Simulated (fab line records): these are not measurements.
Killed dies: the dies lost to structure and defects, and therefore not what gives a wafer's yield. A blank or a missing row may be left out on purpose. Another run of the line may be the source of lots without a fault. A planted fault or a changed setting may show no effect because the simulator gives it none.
What tool caused it? ; flow sky130 ; Sampling: 12 lots, 36 wafers, 6 of 708 route steps

WHAT EACH GAUGE READ, for each wafer
SKY_PWDE_OVL_MEAS_07. Usual: PWDE_OVL 0.4 nm, standard deviation 1.2.
lot;measured;on;PWDE_OVL (nm);flag
L430;day 4 00:02;overlay-01;2.0 0.1 0.8;
L431;day 4 05:34;overlay-02;2.2 -0.4 2.3;
L432;day 4 12:10;overlay-02;2.0 0.9 0.3;
L434;day 4 21:56;overlay-01;0.7 0.3 0.8;
L437;day 5 16:34;overlay-02;2.0 2.4 0.2;
L438;day 6 05:55;overlay-02;1.1 0.4 0.7;
L446;day 7 17:57;overlay-02;-1.1 0.1 2.3;
L447;day 7 23:34;overlay-02;2.2 0.1 1.5;
L448;day 8 06:23;overlay-02;-2.0 -0.6 -0.4;
L450;day 8 18:34;overlay-01;-1.4 -1.6 0.8;
L451;day 8 21:04;overlay-02;0.5 -1.0 -0.5;
L452;day 9 03:26;overlay-02;-1.0 -1.1 -1.9;

SKY_VT_ADJUST_LVTN_OVL_MEAS_18. Usual: VT_ADJUST_LVTN_01_OVL -0.1 nm, standard deviation 1.3.
lot;measured;on;VT_ADJUST_LVTN_01_OVL (nm);flag
L430;day 7 22:26;overlay-01;0.6 -0.5 -1.8;
L431;day 8 05:25;overlay-01;-1.4 0.4 0.1;
L432;day 8 12:09;overlay-02;-1.1 -0.4 -1.4;
L434;day 8 23:26;overlay-01;-2.6 -1.7 -1.7;
L437;day 10 01:31;overlay-01;- - -;OFF
L438;day 10 17:16;overlay-01;- - -;OFF
L446;day 12 09:06;overlay-01;-0.8 -0.8 -2.0;
L447;day 12 20:06;overlay-01;0.1 1.2 0.6;
L448;day 13 03:11;overlay-02;-0.9 -2.8 -0.3;
L450;day 13 17:37;overlay-01;0.0 -0.6 0.2;
L451;day 13 21:47;overlay-02;1.9 0.4 0.9;
L452;day 14 04:46;overlay-02;-1.1 1.2 0.3;

SKY_VT_ADJUST_LVTN_TW_MEAS_21. Usual: VT_ADJUST_LVTN_2_TW 187.2, standard deviation 1.5.
lot;measured;on;VT_ADJUST_LVTN_2_TW;flag
L430;day 7 22:43;filmMetro-01;188.8 188.4 189.4;
L431;day 8 05:43;filmMetro-04;186.0 184.7 185.2;
L432;day 8 12:26;filmMetro-01;188.7 188.1 188.8;
L434;day 8 23:43;filmMetro-03;187.3 186.7 187.7;
L437;day 10 01:49;filmMetro-01;30.1 30.1 30.0 30.0 30.2 30.2;OFF
L438;day 10 17:34;filmMetro-03;30.0 29.8 29.9 29.9 29.7 30.1;OFF
L446;day 12 09:23;filmMetro-01;189.8 189.0 189.1;
L447;day 12 20:23;filmMetro-03;186.7 187.1 187.6;
L448;day 13 03:29;filmMetro-03;187.3 185.5 185.8;
L450;day 13 17:55;filmMetro-01;189.6 189.4 189.5;
L451;day 13 22:05;filmMetro-01;188.8 188.1 187.8;
L452;day 14 05:04;filmMetro-01;189.5 189.5 189.3;

EACH LOT AND THE TOOL THAT RAN IT (in order: tool; ch and the chambers of the sampled wafers; start)
lot;SKY_VT_ADJUST_HVTP_STRIP_10;SKY_VT_ADJUST_LVTN_DEVELOP_17;SKY_VT_ADJUST_LVTN_STRIP_20
L430;plasmaAsher-02 ch 1, day 6 06:56;lithoTrack-04 ch 0, day 7 22:18;plasmaAsher-04 ch 0,1, day 7 22:37
L431;plasmaAsher-01 ch 0,1, day 6 12:56;lithoTrack-04 ch 0, day 8 05:16;plasmaAsher-02 ch 0,1, day 8 05:37
L432;plasmaAsher-01 ch 0,1, day 6 20:19;lithoTrack-02 ch 0, day 8 12:00;plasmaAsher-02 ch 0,1, day 8 12:20
L434;plasmaAsher-02 ch 0,1, day 7 06:32;lithoTrack-04 ch 0, day 8 23:18;plasmaAsher-04 ch 1, day 8 23:37
L437;plasmaAsher-01 ch 0,1, day 8 05:58;lithoTrack-04 ch 0, day 10 01:22;plasmaAsher-03 ch 0,1, day 10 01:43
L438;plasmaAsher-04 ch 0,1, day 8 20:32;lithoTrack-04 ch 0, day 10 17:07;plasmaAsher-04 ch 0,1, day 10 17:28
L446;plasmaAsher-02 ch 0,1, day 10 10:38;lithoTrack-01 ch 0, day 12 08:58;plasmaAsher-04 ch 0,1, day 12 09:17
L447;plasmaAsher-01 ch 0, day 10 18:50;lithoTrack-02 ch 0, day 12 19:57;plasmaAsher-04 ch 1, day 12 20:17
L448;plasmaAsher-04 ch 0,1, day 11 02:29;lithoTrack-01 ch 0, day 13 03:02;plasmaAsher-03 ch 0,1, day 13 03:23
L450;plasmaAsher-04 ch 0,1, day 11 15:25;lithoTrack-02 ch 0, day 13 17:30;plasmaAsher-02 ch 0,1, day 13 17:49
L451;plasmaAsher-02 ch 1, day 11 19:17;lithoTrack-01 ch 0, day 13 21:38;plasmaAsher-04 ch 0,1, day 13 21:59
L452;plasmaAsher-04 ch 0,1, day 12 02:32;lithoTrack-02 ch 0, day 14 04:40;plasmaAsher-02 ch 0,1, day 14 04:58
- SKY_VT_ADJUST_HVTP_STRIP_10: strips in O2/N2.
- SKY_VT_ADJUST_LVTN_DEVELOP_17: develop time 60 s.
- SKY_VT_ADJUST_LVTN_STRIP_20: strips in O2/N2.

AS READ BY THE TOOLS THEMSELVES (means over the sampled wafers that have a number; for cases with no such wafer, the mark the record gives instead)
SKY_VT_ADJUST_HVTP_STRIP_10. Usual: drypumpMotorCurrentA 5.6 A, standard deviation 0.49; oesProductAu 0.716 a.u., standard deviation 0.0046; stripTimeToEndpointS 14.17 s, standard deviation 0.035.
lot;tool;drypumpMotorCurrentA (A);oesProductAu (a.u.);stripTimeToEndpointS (s);flag
L430;plasmaAsher-02;6.2;0.716;14.12;
L431;plasmaAsher-01;5.8;0.717;14.19;
L432;plasmaAsher-01;5.7;0.717;14.17;
L434;plasmaAsher-02;5.8;0.718;14.21;
L437;plasmaAsher-01;5.8;0.715;14.20;
L438;plasmaAsher-04;5.3;0.719;14.16;
L446;plasmaAsher-02;5.5;0.718;14.17;
L447;plasmaAsher-01;6.0;0.715;14.21;
L448;plasmaAsher-04;5.7;0.713;14.18;
L450;plasmaAsher-04;5.3;0.717;14.20;
L451;plasmaAsher-02;6.2;0.716;14.20;
L452;plasmaAsher-04;5.7;0.719;14.16;

SKY_VT_ADJUST_LVTN_STRIP_20. Usual: drypumpMotorCurrentA 5.6 A, standard deviation 0.53; oesProductAu 0.717 a.u., standard deviation 0.0047; stripTimeToEndpointS 14.16 s, standard deviation 0.041.
lot;tool;drypumpMotorCurrentA (A);oesProductAu (a.u.);stripTimeToEndpointS (s);flag
L430;plasmaAsher-04;5.3;0.720;14.21;
L431;plasmaAsher-02;5.8;0.712;14.20;
L432;plasmaAsher-02;5.8;0.718;14.18;
L434;plasmaAsher-04;4.9;0.718;14.17;
L437;plasmaAsher-03;6.0;0.717;14.16;
L438;plasmaAsher-04;5.7;0.713;14.21;
L446;plasmaAsher-04;5.7;0.716;14.11;
L447;plasmaAsher-04;4.9;0.719;14.13;
L448;plasmaAsher-03;6.0;0.713;14.13;
L450;plasmaAsher-02;5.8;0.713;14.19;
L451;plasmaAsher-04;5.7;0.717;14.09;
L452;plasmaAsher-02;5.5;0.713;14.19;

THE ANSWER, worked out from the rows above alone
Rule: lot off if the mean of its wafers having a number is beyond 3 standard deviations from the usual mean. Also off: a lot with no number at a reading for which 4 or more lots have one. The other lots that the step has rows for count as sound. After the gauges, taken in route order, come the tools' own readings; for these a lot's mean is taken, as printed above. The first step at which some lot is off is used, and at that step the reading that is off furthest; a lot without a number counts as furthest.
Off: L437, L438, at SKY_VT_ADJUST_LVTN_OVL_MEAS_18 (VT_ADJUST_LVTN_01_OVL). Without a number there: L437, L438.
A tool fits if, at a process step before that reading, it ran every lot that is off, and no sound lot after the first of them. The gauges at SKY_VT_ADJUST_LVTN_OVL_MEAS_18 aren't tried: what is off there is off at SKY_VT_ADJUST_LVTN_TW_MEAS_21 too, on other tools, and a gauge's error can't cause that. One candidate fits, namely lithoTrack-04 at SKY_VT_ADJUST_LVTN_DEVELOP_17. Its last sound lot is L434 (day 8 23:18), its first lot that is off L437 (day 10 01:22): a fault that began between those two fits.

WHAT WAS PUT IN BY THE SIMULATOR
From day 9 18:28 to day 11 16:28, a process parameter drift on lithoTrack-04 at SKY_VT_ADJUST_LVTN_DEVELOP_17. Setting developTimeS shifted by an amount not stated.
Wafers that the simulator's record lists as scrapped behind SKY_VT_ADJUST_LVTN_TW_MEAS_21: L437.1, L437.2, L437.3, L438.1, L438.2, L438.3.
Struck lots among those shown: L437, L438. Same finding as the rule above.
